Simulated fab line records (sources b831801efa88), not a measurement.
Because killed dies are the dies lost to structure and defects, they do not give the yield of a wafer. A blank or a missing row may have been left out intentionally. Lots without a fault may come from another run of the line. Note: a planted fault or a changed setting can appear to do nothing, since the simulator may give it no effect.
fab line records	flow sky130
record lots=6	wafers=18	last-day=50
route steps=708 shown METAL5@675 PASSIVATION@681 PAD_OPEN@694
lots that met no fault: from a run of the same line without faults
start-h: hours from the record's opening day to when the first of the lot's shown wafers began	wait-h: hours since the lot's step before	" unchanged from the row above	L1.1+2: a row that stands for several wafers	- either no value or no given start	* or withheld: withheld	< > ~ a bound
route shown NAME@n: NAME is a module with steps in the file, n the number in the route of the first one	usual: average and standard deviation across the fault-free wafers	same: alike in all rows	chamber/n: place in a boat	sites: readings site by site	_std_site: the standard deviation of these	_edge_site: inner sites' mean taken away from outer sites' mean	radius-mm: how far each site lies from the wafer's centre	mask NAME#n: copy n	behind: the most recent tool/chamber to have shaped the wafer	hold: why the lot was held/for how many hours/how that ended	device: the n, p or np transistor that did not switch	end of line: at the end of the route, the tests of the same wafers	step lacking rows: just its recipe	killed: dies lost to structure and defects at the first sort, not the wafer's yield	map: dies across one wafer; x = killed, . = not, _ = none there
set.NAME: setting as actually run; set.NAME@STEP: the setting as run at that earlier step	model.NAME: the simulator's own value behind a step, which no gauge read
lots at selected steps of the route; one table per step, one row per wafer
services: a tool's chamber out of use, with start hour (start-h, from the record's first day; less than 0 if before it), hours out, and reason
## steps
# step SKY_METAL5_DESCUM_14
# recipe chemistry=O2	source-power-w=150	bias-power-w=0	pressure-mtorr=10	temp-c=40	time-s=11
# usual drypump-motor-current-A=5.5/0.33	oes-product-au=1.002/0.0082
lot.wafer	tool	chamber	start-h	wait-h	drypump-motor-current-A	oes-product-au	rf-hours-counter-h
L315.1	rie-metal-03	1	1033.17	0.1	5.3	0.998	7
L315.4	"	1	"	"	5.2	1.010	-
L315.6	"	1	"	"	5.3	1.008	-
L324.1	rie-metal-02	1	1095.80	0.1	5.1	0.994	9
L324.2	"	0	"	"	5.9	0.995	17
L324.4	"	1	"	"	5.1	1.002	-
L329.1	rie-metal-02	1	1124.45	0.1	5.1	1.010	11
L329.3	"	1	"	"	5.1	1.002	-
L329.6	"	0	"	"	6.0	1.022	-
L334.1	rie-metal-02	1	1151.07	0.1	5.1	0.996	13
L334.5	"	0	"	"	5.9	1.004	-
L334.6	"	1	"	"	5.1	0.992	-
L335.2	rie-metal-03	0	1154.40	0.1	5.5	0.985	22
L335.3	"	0	"	"	5.5	0.993	-
L335.5	"	1	"	"	5.3	1.004	-
L337.4	rie-metal-03	0	1161.46	0.1	5.5	1.000	-
L337.5	"	0	"	"	5.5	0.987	-
L337.6	"	1	"	"	5.2	1.017	-
# step SKY_METAL5_METAL_ETCH_15
# recipe target-depth-a=12600	stop-on=SiO2	over-etch-frac=0.2	time-s=252	chemistry=Cl2/BCl3	resist-sidewall-deg=86	pressure-mtorr=10	icp-w=900	bias-w=48.5	Cl2_flow_sccm=60	bcl3-flow-sccm=30
# usual drypump-motor-current-A=5.5/0.33	mfc-cl2-sccm=59.98/0.18	oes-product-au=0.895/0.0051	throttle-valve-pct=22.264/0.0088
lot.wafer	tool	chamber	start-h	wait-h	drypump-motor-current-A	mfc-cl2-sccm	oes-product-au	rf-hours-counter-h	throttle-valve-pct
L315.1	rie-metal-03	1	1033.20	0.0	5.3	59.76	0.894	7	22.258
L315.4	"	1	"	"	5.3	59.86	0.900	-	22.264
L315.6	"	1	"	"	5.3	60.08	0.896	-	22.285
L324.1	rie-metal-02	1	1095.83	0.0	5.1	60.02	0.894	9	22.260
L324.2	"	0	"	"	5.9	59.97	0.894	17	22.274
L324.4	"	1	"	"	5.0	60.12	0.883	-	22.269
L329.1	rie-metal-02	1	1124.48	0.0	5.1	59.87	0.898	11	22.259
L329.3	"	1	"	"	5.1	59.86	0.887	-	22.274
L329.6	"	0	"	"	6.0	60.05	0.902	-	22.248
L334.1	rie-metal-02	1	1151.12	0.0	5.1	59.80	0.894	14	22.268
L334.5	"	0	"	"	6.0	59.79	0.898	-	22.272
L334.6	"	1	"	"	5.0	59.82	0.898	-	22.265
L335.2	rie-metal-03	0	1154.43	0.0	5.5	60.12	0.888	22	22.264
L335.3	"	0	"	"	5.5	60.19	0.894	-	22.269
L335.5	"	1	"	"	5.2	59.76	0.897	-	22.265
L337.4	rie-metal-03	0	1161.56	0.1	5.5	60.35	0.889	-	22.273
L337.5	"	0	"	"	5.5	60.22	0.888	-	22.260
L337.6	"	1	"	"	5.3	59.97	0.894	-	22.275
# step SKY_METAL5_STRIP_16
# recipe chemistry=O2/N2	power-w=1400	pressure-mtorr=1500	platen-temp-c=withheld	o2-flow-sccm=3000	n2-flow-sccm=300	overash-fraction=0.5
# usual drypump-motor-current-A=5.56/0.27	o2-flow-sccm=2997/8.7	oes-product-au=0.710/0.0044	strip-time-to-endpoint-s=13.04/0.12
# same overash-fraction=0.5
lot.wafer	tool	chamber	start-h	wait-h	drypump-motor-current-A	o2-flow-sccm	oes-product-au	rf-hours-counter-h	strip-time-to-endpoint-s
L315.1	plasma-asher-04	1	1033.44	0.2	5.07	2988	0.711	119	13.08
L315.4	"	1	"	"	5.09	2993	0.717	-	12.96
L315.6	"	0	"	"	5.63	2996	0.715	-	13.07
L324.1	plasma-asher-04	1	1096.07	0.2	5.06	2981	0.715	3	13.04
L324.2	"	0	"	"	5.64	2995	0.709	3	13.00
L324.4	"	0	"	"	5.65	2988	0.711	-	13.03
L329.1	plasma-asher-01	1	1124.72	0.2	5.52	3001	0.711	102	13.27
L329.3	"	0	"	"	5.48	2990	0.705	-	13.26
L329.6	"	1	"	"	5.49	2990	0.708	-	13.14
L334.1	plasma-asher-03	0	1151.43	0.2	6.01	3001	0.709	70	13.09
L334.5	"	1	"	"	5.57	2996	0.711	-	13.18
L334.6	"	0	"	"	5.99	3010	0.711	-	13.12
L335.2	plasma-asher-03	0	1154.67	0.2	5.98	3005	0.709	70	13.00
L335.3	"	1	"	"	5.53	3002	0.711	-	13.03
L335.5	"	0	"	"	6.01	2988	0.720	-	12.88
L337.4	plasma-asher-03	1	1161.75	0.1	5.56	2983	0.702	-	13.11
L337.5	"	0	"	"	5.98	3009	0.714	-	13.11
L337.6	"	1	"	"	5.56	2990	0.707	-	12.92
# step SKY_METAL5_STRIP_17
# recipe chemistry=post-etch-residue-remover	time-s=1200	temp-c=72.5
# step SKY_METAL5_CLEAN_18
# recipe chemistry=IPA	time-s=180	temp-c=25
# step SKY_METAL5_CLEAN_19
# recipe chemistry=O3/DIW	dry=n2-spin
# step SKY_PASSIVATION_CVD_00
# recipe material=SiO2	target-thk-nm=90	temp-c=400	time-s=withheld	rf-w=600
# usual heater-power-w=678/75
lot.wafer	tool	chamber	start-h	wait-h	heater-power-w
L315.1	pecvd-04	1	1034.03	0.0	732
L315.4	"	2	"	"	670
L315.6	"	0	"	"	677
L324.1	pecvd-02	0	1096.67	0.0	629
L324.2	"	1	"	"	799
L324.4	"	0	"	"	631
L329.1	pecvd-02	2	1125.35	0.0	714
L329.3	"	0	"	"	567
L329.6	"	2	"	"	726
L334.1	pecvd-04	1	1152.03	0.0	665
L334.5	"	0	"	"	666
L334.6	"	2	"	"	615
L335.2	pecvd-03	2	1155.26	0.0	708
L335.3	"	1	"	"	548
L335.5	"	2	"	"	702
L337.4	pecvd-03	1	1162.33	0.0	563
L337.5	"	2	"	"	668
L337.6	"	1	"	"	562
# step SKY_PASSIVATION_THK_MEAS_01
# recipe reads=SiO2_of_PASSIVATION_CVD_00
# usual PASSIVATION_CVD_00_THK=90.1/1.1
lot.wafer	tool	chamber	start-h	wait-h	PASSIVATION_CVD_00_THK[nm]
L315.1	film-metro-02	-	1034.06	-	88.5
L315.4	"	-	"	"	89.9
L315.6	"	-	"	"	90.4
L324.1	film-metro-03	-	1096.69	-	89.3
L324.2	"	-	"	"	89.1
L324.4	"	-	"	"	91.2
L329.1	film-metro-03	-	1125.37	-	88.5
L329.3	"	-	"	"	89.3
L329.6	"	-	"	"	90.9
L334.1	film-metro-03	-	1152.05	-	89.3
L334.5	"	-	"	"	91.2
L334.6	"	-	"	"	90.2
L335.2	film-metro-02	-	1155.30	-	88.6
L335.3	"	-	"	"	90.5
L335.5	"	-	"	"	90.6
L337.4	film-metro-02	-	1162.38	-	89.9
L337.5	"	-	"	"	91.1
L337.6	"	-	"	"	90.7
# step SKY_PASSIVATION_CVD_02
# recipe material=Si3N4	target-thk-nm=540	temp-c=400	time-s=withheld	rf-w=450
# usual heater-power-w=742/81
lot.wafer	tool	chamber	start-h	wait-h	heater-power-w
L315.1	pecvd-02	2	1034.12	0.1	735
L315.4	"	2	"	"	753
L315.6	"	0	"	"	615
L324.1	pecvd-03	2	1096.75	0.1	753
L324.2	"	0	"	"	802
L324.4	"	0	"	"	839
L329.1	pecvd-03	2	1125.43	0.1	682
L329.3	"	0	"	"	782
L329.6	"	0	"	"	812
L334.1	pecvd-02	2	1152.11	0.1	768
L334.5	"	2	"	"	614
L334.6	"	1	"	"	738
L335.2	pecvd-04	0	1155.35	0.0	624
L335.3	"	2	"	"	783
L335.5	"	0	"	"	674
L337.4	pecvd-02	2	1162.53	0.1	755
L337.5	"	0	"	"	688
L337.6	"	1	"	"	892
# step SKY_PASSIVATION_THK_MEAS_03
# recipe reads=Si3N4_of_PASSIVATION_CVD_02
# usual PASSIVATION_CVD_02_THK=540/6.6
lot.wafer	tool	chamber	start-h	wait-h	PASSIVATION_CVD_02_THK[nm]
L315.1	film-metro-01	-	1034.34	-	541
L315.4	"	-	"	"	546
L315.6	"	-	"	"	554
L324.1	film-metro-01	-	1096.98	-	540
L324.2	"	-	"	"	536
L324.4	"	-	"	"	551
L329.1	film-metro-01	-	1125.66	-	542
L329.3	"	-	"	"	547
L329.6	"	-	"	"	547
L334.1	film-metro-01	-	1152.34	-	537
L334.5	"	-	"	"	537
L334.6	"	-	"	"	541
L335.2	film-metro-01	-	1155.59	-	536
L335.3	"	-	"	"	535
L335.5	"	-	"	"	543
L337.4	film-metro-03	-	1162.67	-	546
L337.5	"	-	"	"	537
L337.6	"	-	"	"	537
# step SKY_PASSIVATION_DEHYDRATE_04
# recipe temp-c=200	time-s=60
# step SKY_PASSIVATION_HMDS_05
# recipe prime-time-s=60	prime-temp-c=120
# step SKY_PASSIVATION_COAT_06
# recipe spin-rpm=2000	resist-thk-nm=3000
# usual spin-speed-rpm=2000.2/1.2
lot.wafer	tool	chamber	start-h	wait-h	spin-speed-rpm	model.coat_of_PASSIVATION_COAT_06.thk-nm
L315.1	litho-track-02	0	1045.67	0.1	1999.7	2992
L315.4	"	0	"	"	2000.0	2998
L315.6	"	0	"	"	2000.2	3006
L324.1	litho-track-04	0	1106.34	0.1	2000.8	2979
L324.2	"	0	"	"	2000.4	2983
L324.4	"	0	"	"	2000.7	2980
L329.1	litho-track-04	0	1135.79	0.1	2713.4	2574
L329.3	"	0	"	"	2716.1	2581
L329.6	"	0	"	"	2715.4	2581
L334.1	litho-track-04	0	1161.05	0.1	2714.1	2579
L334.5	"	0	"	"	2715.4	2588
L334.6	"	0	"	"	2713.3	2581
L335.2	litho-track-03	0	1164.38	0.1	1999.5	3003
L335.3	"	0	"	"	2001.9	3006
L335.5	"	0	"	"	2001.6	3005
L337.4	litho-track-02	0	1170.80	0.1	1997.6	3003
L337.5	"	0	"	"	1999.2	2999
L337.6	"	0	"	"	1998.4	2999
# step SKY_PASSIVATION_SOFTBAKE_07
# recipe temp-c=110	time-s=withheld
# step SKY_PASSIVATION_EXPOSE_08
# recipe mask-id=NSM	target-cd-nm=3000	na=0.57	dose-mj=260
# step SKY_PASSIVATION_PEB_09
# recipe temp-c=115	time-s=withheld
# step SKY_PASSIVATION_DEVELOP_10
# recipe develop-time-s=60	dev-temp-c=23
# step SKY_PASSIVATION_ETCH_11
# recipe chemistry=CF4/O2	target-depth-nm=725	stop-on=AlCu	source-w=800	bias-w=156	pressure-mtorr=150	cf4-flow-sccm=80	O2_flow_sccm=10	time-s=161.1
# usual drypump-motor-current-A=5.5/0.39	oes-product-au=0.980/0.0077	throttle-valve-pct=5.966/0.0089
lot.wafer	tool	chamber	start-h	wait-h	drypump-motor-current-A	oes-product-au	rf-hours-counter-h	throttle-valve-pct	model.coat_of_PASSIVATION_COAT_06.thk-nm	model.PASSIVATION.cd-nm
L315.1	rie-diel-02	0	1055.75	-	6.0	0.979	5	5.973	2497	2982
L315.4	"	3	"	"	5.0	0.981	6	5.971	2506	2982
L315.6	"	3	"	"	5.0	0.991	-	5.956	2521	2980
L324.1	rie-diel-04	2	1116.40	-	5.9	0.982	9	5.963	2486	2986
L324.2	"	3	"	"	5.3	0.973	14	5.959	2492	2987
L324.4	"	0	"	"	4.8	0.986	17	5.971	2484	2983
L329.1	rie-diel-03	2	1144.65	-	6.0	0.981	13	5.963	2088	3020
L329.3	"	3	"	"	5.4	0.981	25	5.973	2091	3023
L329.6	"	0	"	"	5.1	0.987	-	5.989	2090	3022
L334.1	rie-diel-03	0	1169.80	-	5.1	0.980	12	5.981	2086	3031
L334.5	"	1	"	"	5.6	0.978	-	5.969	2101	3031
L334.6	"	0	"	"	5.1	0.979	-	5.964	2088	3030
L335.2	rie-diel-04	2	1173.00	-	5.8	0.981	12	5.960	2512	2996
L335.3	"	3	"	"	5.3	0.976	16	5.958	2520	2997
L335.5	"	1	"	"	5.5	0.983	-	5.970	2522	3001
L337.4	rie-diel-04	2	1179.02	-	5.9	0.980	12	5.963	2506	3001
L337.5	"	0	"	"	4.8	0.986	-	5.970	2502	2997
L337.6	"	3	"	"	5.3	0.978	-	5.974	2505	3000
# step SKY_PASSIVATION_STRIP_12
# recipe chemistry=O2/N2	power-w=1400	pressure-mtorr=1500	platen-temp-c=withheld	overash-fraction=0.7	o2-flow-sccm=3000	n2-flow-sccm=300
# usual drypump-motor-current-A=5.5/0.46	o2-flow-sccm=2999/8.2	oes-product-au=0.661/0.0044	strip-time-to-endpoint-s=31.45/0.13
# same overash-fraction=0.7
lot.wafer	tool	chamber	start-h	wait-h	drypump-motor-current-A	o2-flow-sccm	oes-product-au	rf-hours-counter-h	strip-time-to-endpoint-s
L315.1	plasma-asher-03	1	1055.86	0.1	5.5	2988	0.665	61	31.27
L315.4	"	1	"	"	5.5	3005	0.674	-	31.40
L315.6	"	1	"	"	5.5	2992	0.655	-	31.58
L324.1	plasma-asher-03	0	1116.51	0.1	6.0	2991	0.665	66	31.16
L324.2	"	1	"	"	5.5	3000	0.657	66	31.25
L324.4	"	1	"	"	5.6	3000	0.661	-	31.14
L329.1	plasma-asher-03	1	1144.76	0.1	5.5	3000	0.666	69	26.53
L329.3	"	0	"	"	6.0	2986	0.661	-	26.58
L329.6	"	0	"	"	6.0	2995	0.663	-	26.57
L334.1	plasma-asher-03	0	1169.91	0.1	6.0	2995	0.659	72	26.52
L334.5	"	1	"	"	5.5	3008	0.670	-	26.68
L334.6	"	0	"	"	6.0	2996	0.662	-	26.55
L335.2	plasma-asher-03	1	1173.11	0.1	5.6	3008	0.661	72	31.46
L335.3	"	0	"	"	6.0	2999	0.658	-	31.56
L335.5	"	0	"	"	6.0	3016	0.659	-	31.59
L337.4	plasma-asher-02	1	1179.16	0.1	4.7	3009	0.659	-	31.39
L337.5	"	1	"	"	4.7	2998	0.660	-	31.35
L337.6	"	0	"	"	5.9	2997	0.659	-	31.38
# step SKY_PAD_OPEN_DEHYDRATE_00
# recipe temp-c=200	time-s=60
# step SKY_PAD_OPEN_PROBE_99
# usual defect-limited-yield=82.2/1.8	killed_at_M0_to_M3=44/7.1	killed_at_M4_up=3.1/1.9	killed-at-contacts=25/5.8	killed-at-front-end=16/4.5	killed-at-other=0.3/0.52	killed-dies=88/9.1	killed-open=48/6.8	killed-short=39/5.8	sort_bin_3_pad_short=0.9/0.4	sort_bin_5_function=10.6/1.4	sort_bin_6_memory=6.3/1.1	sort-n-pass=404/9.1	sort-yield-pct=82.2/1.8
# same gross-dies=492	killed-at-back-side=0	sort_bin_4_leakage[%]=0	sort_bin_8_speed[%]=0
lot.wafer	tool	chamber	start-h	wait-h	defect-limited-yield[%]	killed_at_M0_to_M3	killed_at_M4_up	killed-at-contacts	killed-at-front-end	killed-at-other	killed-dies	killed-open	killed-short	sort_bin_3_pad_short[%]	sort_bin_5_function[%]	sort_bin_6_memory[%]	sort-n-pass	sort-yield-pct[%]
L315.1	prober-02	-	1080.06	0.1	79.5	49	5	28	19	0	101	55	46	1.0	11.4	8.1	391	79.5
L315.4	prober-02	-	1080.21	0.2	79.9	47	2	32	17	1	99	56	43	1.4	11.6	7.1	393	79.9
L315.6	prober-02	-	1080.31	0.2	81.1	43	5	22	22	1	93	51	42	1.0	11.2	6.7	399	81.1
L324.1	prober-01	-	1139.30	0.1	80.1	40	6	31	21	0	98	49	49	1.4	9.6	8.9	394	80.1
L324.2	prober-01	-	1139.35	0.1	80.7	46	3	34	12	0	95	49	46	2.0	10.4	6.9	397	80.7
L324.4	prober-01	-	1139.45	0.2	82.1	38	1	37	12	0	88	47	41	0.8	11.4	5.7	404	82.1
L329.1	prober-02	-	1165.35	0.1	82.9	33	3	23	25	0	84	47	37	0.6	10.0	6.5	408	82.9
L329.3	prober-02	-	1165.45	0.2	82.7	38	2	23	21	1	85	41	44	0.8	10.2	6.3	407	82.7
L329.6	prober-02	-	1165.60	0.2	83.5	39	0	21	21	0	81	49	32	1.4	9.3	5.7	411	83.5
L334.1	prober-01	-	1187.96	0.1	84.1	41	4	22	11	0	78	44	34	1.2	8.7	5.9	414	84.1
L334.5	prober-01	-	1188.16	0.2	81.1	61	1	19	12	0	93	59	34	0.6	11.8	6.5	399	81.1
L334.6	prober-01	-	1188.21	0.2	84.6	37	3	21	14	1	76	41	35	1.6	8.9	4.9	416	84.6
L335.2	prober-02	-	1191.66	0.1	77.8	57	4	38	10	0	109	59	50	1.0	14.2	6.9	383	77.8
L335.3	prober-02	-	1191.71	0.2	80.9	47	4	28	15	0	94	51	42	0.8	8.9	9.3	398	80.9
L335.5	prober-02	-	1191.81	0.2	82.3	50	5	24	8	0	87	49	37	0.8	10.4	6.5	405	82.3
L337.4	prober-02	-	1197.12	0.2	85.0	39	4	21	9	1	74	39	35	0.6	8.5	5.9	418	85.0
L337.5	prober-02	-	1197.17	0.2	82.1	40	8	21	17	2	88	38	48	1.2	10.6	6.1	404	82.1
L337.6	prober-02	-	1197.22	0.2	84.1	38	3	21	16	0	78	46	32	0.6	10.4	4.9	414	84.1
# killed by level:class
L315.1 VIA1:geometric-particle:open=14 METAL2:geometric-particle:short=11 VIA2:geometric-particle:open=10 LOCAL_INTERCONNECT:geometric-particle:short=7 CONTACT:geometric-particle:short=7 POLY_GATE:geometric-particle:short=6 LI_CONTACT:geometric-particle:open=6 FIELD_ISO:geometric-particle:open=5
L315.4 CONTACT:geometric-particle:open=12 VIA1:geometric-particle:open=11 METAL2:geometric-particle:short=7 LI_CONTACT:geometric-particle:open=7 METAL1:geometric-particle:short=7 VIA3:geometric-particle:open=7 POLY_GATE:geometric-particle:open=6 POLY_GATE:geometric-particle:short=5
L315.6 VIA1:geometric-particle:open=11 CONTACT:geometric-particle:open=9 POLY_GATE:geometric-particle:open=7 LI_CONTACT:geometric-particle:open=7 FIELD_ISO:geometric-particle:short=6 METAL2:geometric-particle:short=6 VIA3:geometric-particle:open=6 METAL1:geometric-particle:short=5
L324.1 VIA1:geometric-particle:open=12 CONTACT:geometric-particle:open=10 LOCAL_INTERCONNECT:geometric-particle:short=8 FIELD_ISO:geometric-particle:short=7 LI_CONTACT:geometric-particle:open=5 CONTACT:geometric-particle:short=4 VIA1:geometric-particle:short=4 METAL2:geometric-particle:short=4
L324.2 VIA1:geometric-particle:open=12 CONTACT:geometric-particle:open=12 CONTACT:geometric-particle:short=6 METAL1:geometric-particle:short=6 POLY_GATE:geometric-particle:short=5 LI_CONTACT:geometric-particle:short=5 LI_CONTACT:geometric-particle:open=5 VIA2:geometric-particle:open=5
L324.4 LOCAL_INTERCONNECT:geometric-particle:short=11 CONTACT:geometric-particle:open=11 VIA1:geometric-particle:open=11 CONTACT:geometric-particle:short=7 VIA1:geometric-particle:short=7 POLY_GATE:geometric-particle:open=5 LI_CONTACT:geometric-particle:open=4 LOCAL_INTERCONNECT:geometric-particle:open=4
L329.1 VIA1:geometric-particle:open=8 LI_CONTACT:geometric-particle:open=7 VIA2:geometric-particle:open=7 FIELD_ISO:geometric-particle:short=6 POLY_GATE:geometric-particle:short=6 CONTACT:geometric-particle:short=6 METAL2:geometric-particle:short=6 CONTACT:geometric-particle:open=5
L329.3 FIELD_ISO:geometric-particle:short=9 VIA1:geometric-particle:short=8 LI_CONTACT:geometric-particle:open=7 CONTACT:geometric-particle:open=7 VIA1:geometric-particle:open=6 VIA2:geometric-particle:open=5 METAL1:geometric-particle:short=5 FIELD_ISO:geometric-particle:open=4
L329.6 CONTACT:geometric-particle:open=10 VIA1:geometric-particle:open=10 METAL2:geometric-particle:short=9 LI_CONTACT:geometric-particle:open=7 VIA2:geometric-particle:open=6 VIA3:geometric-particle:open=6 FIELD_ISO:geometric-particle:open=5 POLY_GATE:geometric-particle:short=5
L334.1 CONTACT:geometric-particle:open=12 VIA1:geometric-particle:open=11 METAL2:geometric-particle:short=7 VIA3:geometric-particle:open=6 VIA2:geometric-particle:short=5 FIELD_ISO:geometric-particle:short=4 POLY_GATE:geometric-particle:open=4 CONTACT:geometric-particle:short=4
L334.5 VIA1:geometric-particle:open=18 LI_CONTACT:geometric-particle:open=8 METAL1:geometric-particle:short=8 METAL2:geometric-particle:short=8 CONTACT:geometric-particle:open=7 VIA3:geometric-particle:open=6 VIA1:geometric-particle:short=5 VIA2:geometric-particle:open=5
L334.6 METAL2:geometric-particle:short=9 CONTACT:geometric-particle:open=9 VIA1:geometric-particle:open=9 LI_CONTACT:geometric-particle:open=6 LOCAL_INTERCONNECT:geometric-particle:short=6 VIA2:geometric-particle:open=5 POLY_GATE:geometric-particle:short=4 POLY_GATE:geometric-particle:open=3
L335.2 VIA1:geometric-particle:open=15 CONTACT:geometric-particle:open=12 LI_CONTACT:geometric-particle:open=8 VIA1:geometric-particle:short=8 LOCAL_INTERCONNECT:geometric-particle:short=7 VIA3:geometric-particle:open=6 VIA3:geometric-particle:short=6 CONTACT:geometric-particle:short=6
L335.3 LI_CONTACT:geometric-particle:open=11 CONTACT:geometric-particle:open=9 METAL1:geometric-particle:short=8 VIA2:geometric-particle:open=7 METAL2:geometric-particle:short=6 VIA3:geometric-particle:open=6 CONTACT:geometric-particle:short=5 VIA1:geometric-particle:short=5
L335.5 VIA1:geometric-particle:open=11 LI_CONTACT:geometric-particle:open=9 VIA1:geometric-particle:short=9 VIA3:geometric-particle:open=8 VIA2:geometric-particle:open=6 CONTACT:geometric-particle:open=6 CONTACT:geometric-particle:short=5 METAL1:geometric-particle:short=5
L337.4 VIA1:geometric-particle:open=9 METAL1:geometric-particle:short=8 CONTACT:geometric-particle:open=8 LI_CONTACT:geometric-particle:open=6 METAL3:geometric-particle:short=4 VIA2:geometric-particle:short=4 VIA2:geometric-particle:open=4 POLY_CUT:geometric-particle:open=3
L337.5 CONTACT:geometric-particle:open=10 VIA2:geometric-particle:open=8 VIA1:geometric-particle:open=7 LOCAL_INTERCONNECT:geometric-particle:short=6 METAL2:geometric-particle:short=6 FIELD_ISO:geometric-particle:short=5 POLY_GATE:geometric-particle:open=5 METAL1:geometric-particle:short=5
L337.6 CONTACT:geometric-particle:open=9 VIA3:geometric-particle:open=9 VIA1:geometric-particle:open=8 FIELD_ISO:geometric-particle:open=5 METAL1:geometric-particle:short=5 POLY_GATE:geometric-particle:open=4 CONTACT:geometric-particle:short=4 LI_CONTACT:geometric-particle:open=3
## services
tool	chamber	start-h	hours	kind
pecvd-04	2	1012.24	14.2	repair
plasma-asher-01	-	1015.50	2.8	pm
plasma-asher-02	-	1020.36	15.6	pm
pecvd-02	-	1022.39	6.0	pm
rie-diel-02	-	1026.19	1.0	repair
rie-metal-03	-	1051.94	2.8	pm
plasma-asher-04	-	1055.25	9.0	pm
pecvd-04	-	1059.08	5.5	pm
rie-diel-04	0	1061.73	29.8	repair
pecvd-03	-	1066.87	2.8	pm
plasma-asher-01	-	1078.17	1.4	repair
rie-diel-04	-	1095.09	1.6	repair
rie-diel-04	1	1099.32	3.7	repair
plasma-asher-01	-	1104.63	1.1	repair
pecvd-02	-	1105.28	4.6	repair
plasma-asher-01	-	1106.20	2.6	repair
pecvd-04	2	1107.40	2.4	repair
plasma-asher-01	-	1109.19	2.4	repair
rie-diel-02	-	1126.00	62.5	repair
rie-diel-04	1	1136.34	1.3	repair
pecvd-03	0	1137.44	-	clean
pecvd-02	0	1155.34	4.0	repair
plasma-asher-01	-	1164.85	0.5	repair
rie-diel-04	1	1168.45	4.5	repair
## key
first-sign step=SKY_PASSIVATION_COAT_06	reading=spin-speed-rpm	direction=up	sigmas=99+	usual=2000.2	struck=2714.6
effect step=SKY_PASSIVATION_STRIP_12	reading=strip-time-to-endpoint-s	direction=down	sigmas=38	usual=*	struck=*
model-effect step=SKY_PASSIVATION_COAT_06	value=coat_of_PASSIVATION_COAT_06.thk-nm	without=3006	struck=2581
model-effect step=SKY_PASSIVATION_ETCH_11	value=coat_of_PASSIVATION_COAT_06.thk-nm	without=2516	struck=2091
met-at SKY_PASSIVATION_COAT_06
struck-wafers L329.1,L329.3,L329.6,L334.1,L334.5,L334.6
onset-between 1106.34 1135.79
fault kind=process-parameter-drift	tool=litho-track-04	chamber=-	onset-h=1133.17	steps=SKY_PASSIVATION_COAT_06	channel=spin-rpm	offset=713.56	shape=step	end-h=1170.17	acts-in=these-recipes-only	stated=2000
